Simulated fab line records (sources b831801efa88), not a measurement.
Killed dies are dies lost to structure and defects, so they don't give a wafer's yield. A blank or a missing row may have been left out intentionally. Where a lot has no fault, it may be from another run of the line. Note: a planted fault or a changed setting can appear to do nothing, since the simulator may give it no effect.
Struck lot and sound lot, side by side / flow sky130 / 21 steps out of a route of 708
Sound: wafers L953.1, L953.4, L953.6. Struck: wafers L959.1, L959.2, L959.4. Last of all comes the cause.
Per side, at each step with rows, come the tool, then ch with its chambers, and then its first start. Under that, the readings that differ: sound wafers / struck wafers / difference of the means / sigmas: that difference in standard deviations of wafers without a fault.
alike: a reading whose means differ by less than 2 such deviations, as well as words and numbers matching on both sides. not compared: withheld readings; readings where some wafer has no value; bounds like >300 that might hide an equal value; numbers whose values overlap and for which the record gives no deviation.
The two part at a step that has a row with sigmas, a row that says differs or no value, or rows on one side only. Numbers that don't overlap but have no deviation are shown without sigmas and don't part them. A reading missing from all wafers of one side parts the sides only when that side holds two or more wafers.

first, 1 step without rows for these wafers: SKY_RES_XHIGH_IMPLANT_07.
SKY_RES_XHIGH_STRIP_08: strips in O2/N2.
  sound on plasmaAsher-01 ch 1, day 27 09:12; struck on plasmaAsher-01 ch 0,1, day 29 13:27
reading=o2FlowSccm (sccm); sound=2990 2994 2997; struck=3007 3017 3016; difference=+20; sigmas=+2
  alike: drypumpMotorCurrentA, oesProductAu, stripTimeToEndpointS
  not compared: rfHoursCounterH
SKY_RES_XHIGH_TW_MEAS_09:
  sound on filmMetro-02, day 27 09:18; struck on filmMetro-04, day 29 13:33
reading=RES_XHIGH_TW; sound=1644 1644 1648; struck=1622 1633 1619; difference=-21; sigmas=-2
then, 7 steps without rows for these wafers: SKY_SD_N_DEHYDRATE_00 (time 60 s); SKY_SD_N_HMDS_01 (prime time 60 s); SKY_SD_N_COAT_02 (resist thk 1153 nm); SKY_SD_N_SOFTBAKE_03 (time 60 s); SKY_SD_N_EXPOSE_04 (exposes mask NSDM, target cd 380 nm); SKY_SD_N_PEB_05; SKY_SD_N_DEVELOP_06 (develop time 60 s).
SKY_SD_N_CD_MEAS_07: target cd 380 nm.
  sound on cdSem-01, day 28 13:10; struck on cdSem-02, day 30 17:04
  alike: cdNm
SKY_SD_N_OVL_MEAS_08:
  sound on overlay-01, day 28 13:17; struck on overlay-02, day 30 17:11
reading=SD_N_OVL (nm); sound=-3.0 -3.3 -1.7; struck=0.7 0.6 0.4; difference=+3.2; sigmas=+2
SKY_SD_N_IMPLANT_09:
  sound on implanter-02 ch 0, day 28 13:19; struck on implanter-03 ch 0, day 30 17:14
reading=beamEnergyKeV; sound=50.024 50.006 50.027; struck=44.609 44.602 44.611; difference=-5.412; sigmas=-99 or more
reading=model.implant.rpNm (nm); sound=33.01 33.01 33.01; struck=29.07 29.07 29.07; difference=-3.94; sigmas=
reading=model.implant.drpNm (nm); sound=14.11 14.11 14.11; struck=12.96 12.96 12.96; difference=-1.15; sigmas=
  alike: beamOnS
after that, 1 step had no rows for these wafers: SKY_SD_N_IMPLANT_10.
SKY_SD_N_STRIP_11: strips in O2/N2.
  sound on plasmaAsher-03 ch 0,1, day 28 13:37; struck on plasmaAsher-02 ch 0,1, day 30 17:32
reading=oesProductAu (a.u.); sound=0.529 0.525 0.519; struck=0.544 0.533 0.543; difference=+0.016; sigmas=+4
reading=stripTimeToEndpointS (s); sound=22.67 22.66 22.65; struck=21.87 21.83 21.87; difference=-0.80; sigmas=-23
  alike: drypumpMotorCurrentA, o2FlowSccm
  not compared: rfHoursCounterH
SKY_SD_N_TW_MEAS_12:
  sound on filmMetro-04, day 28 13:43; struck on filmMetro-04, day 30 17:38
reading=SD_N_TW; sound=3968 3979 3980; struck=3832 3823 3837; difference=-145; sigmas=-6
then, 1 step without rows for these wafers: SKY_SD_N_CLEAN_13 (cleans in SC1/SC2, time 150 s).
SKY_SD_N_RTA_14: time 2 s.
  sound on rtpAnneal-02 ch 0, day 28 13:50; struck on rtpAnneal-02 ch 0, day 30 17:44
  alike: lampPowerPct, wafer_temp_C_max
SKY_SD_N_RS_MEAS_16: a four-point-probe measurement.
  sound on filmMetro-03, day 28 14:00; struck on filmMetro-04, day 30 17:55
reading=SD_N_RS (ohm/sq); sound=68.51 68.54 68.51; struck=72.74 72.75 72.77; difference=+4.23; sigmas=+38
SKY_SD_N_RS_MEAS_17: a four-point-probe measurement.
  sound on filmMetro-03, day 28 14:07; struck on filmMetro-04, day 30 18:02
  alike: SD_P_RS
-- record jumps: 17 days separate the struck wafers' starts on either side; left off in module SD_N, taken up again in module PAD_OPEN, whose first shown step is the route's number 708 --
SKY_PAD_OPEN_PROBE_99:
  sound on prober-01, day 46 05:26; struck on prober-01, day 47 19:24
reading=killedOpen; sound=47 65 55; struck=45 42 37; difference=-14; sigmas=-2
reading=model.etest.resNdiff.lineOhmUm; sound=760.7 771.6 770.5; struck=817.2 808.9 808.8; difference=+44.0; sigmas=
reading=model.etest.resNdiff.rsOhmSq; sound=117.4 117.7 117.6; struck=126.8 126.1 126.3; difference=+8.8; sigmas=
reading=model.etest.resNdiffHv.rsOhmSq; sound=110.7 111 111; struck=119.9 119.8 120.2; difference=+9.1; sigmas=
  alike: killed_at_M0_to_M3, killed_at_M4_up, killedAtContacts, killedAtFrontEnd, killedAtOther, killedDies, killedShort

== WHERE THEY PART ==
First at SKY_RES_XHIGH_STRIP_08; last, within this record, at SKY_PAD_OPEN_PROBE_99.

WHY: what the simulator had put in
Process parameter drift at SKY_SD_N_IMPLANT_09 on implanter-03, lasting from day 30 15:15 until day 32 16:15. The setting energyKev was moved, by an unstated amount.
